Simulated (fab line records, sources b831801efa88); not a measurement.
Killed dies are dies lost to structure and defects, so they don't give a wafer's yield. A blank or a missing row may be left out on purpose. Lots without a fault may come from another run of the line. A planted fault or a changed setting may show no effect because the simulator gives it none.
One fault seen from 2 desks | flow sky130 | each desk has only its own numbers; what lay behind them comes last

THE METROLOGY DESK
What the gauges read, lot by lot, whatever tool the lot ran on: means of the sampled wafers that have a number. A lot is out of limits, marked OUT, if its mean lies more than 4 standard deviations from the usual mean; the brackets give that distance.
Columns: A = VIA3_BOW at SKY_VIA3_BOW_MEAS_03, usual 80 um; B = cd_nm at SKY_VIA3_CD_MEAS_12, usual 200.1 nm; C = VIA3_OVL at SKY_VIA3_OVL_MEAS_13, usual -3 nm
lot  | first seen here | A  | B     | C
L546 | day 38 14:12    | 81 | 200.1 | -4
L555 | day 41 08:54    | 77 | 200.4 | -3
L557 | day 42 01:19    | 79 | 201.1 | -0
L565 | day 44 00:49    | 84 | 199.3 | -6
L566 | day 44 05:56    | 77 | 200.3 | 6
L567 | day 44 12:26    | 77 | 201.2 | 0
This desk's finding: nothing out of limits on any of the 6 lots.

THE TOOL OWNER'S DESK: rie_diel-04
The tool's own readings at SKY_VIA3_ETCH_14 (etches BARC in N2/H2, stops on SiO2, time 45.9 s, target depth 60 nm): means of the sampled wafers that have a number, for each lot that ran on this tool. A lot is out of limits, marked OUT, if its mean lies more than 4 standard deviations from the usual mean; the brackets give that distance.
Columns: A = chamber_pressure_mTorr at SKY_VIA3_ETCH_14, usual 29.996 mTorr; B = drypump_motor_current_A at SKY_VIA3_ETCH_14, usual 5.9 A; C = oes_product_au at SKY_VIA3_ETCH_14, usual 0.855 a.u.; D = rf_fwd_power_W at SKY_VIA3_ETCH_14, usual 494.3 W; E = throttle_valve_pct at SKY_VIA3_ETCH_14, usual 13.225 %
lot  | first seen here | A      | B   | C     | D               | E
L546 | day 39 14:31    | 29.975 | 5.8 | 0.857 | 492.8           | 13.223
L566 | day 45 03:49    | 30.004 | 6.0 | 0.853 | 412.8 (-37) OUT | 13.222
L567 | day 45 10:24    | 30.000 | 6.0 | 0.858 | 412.7 (-37) OUT | 13.224
This desk's finding: out of limits on L566, L567; first on L566, day 45 03:49 (rf_fwd_power_W at SKY_VIA3_ETCH_14). In limits: L546.

PUT TOGETHER
The tool owner's desk could have raised an alarm at day 45 03:49, on L566, L567.
The metrology desk saw nothing out of limits.
The metrology desk has L566, L567 on record, within its limits.
Of the lots named, all ran SKY_VIA3_ETCH_14 on rie_diel-04.

WHAT THE SIMULATOR HAD PUT IN
Process parameter drift: rie_diel-04, from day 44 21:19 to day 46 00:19, at SKY_VIA3_ETCH_14. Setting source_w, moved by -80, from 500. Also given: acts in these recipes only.
Lots struck among those shown: L566, L567.
Hours from the fault's start to each desk's first reading out of limits: the tool owner's desk, 7.
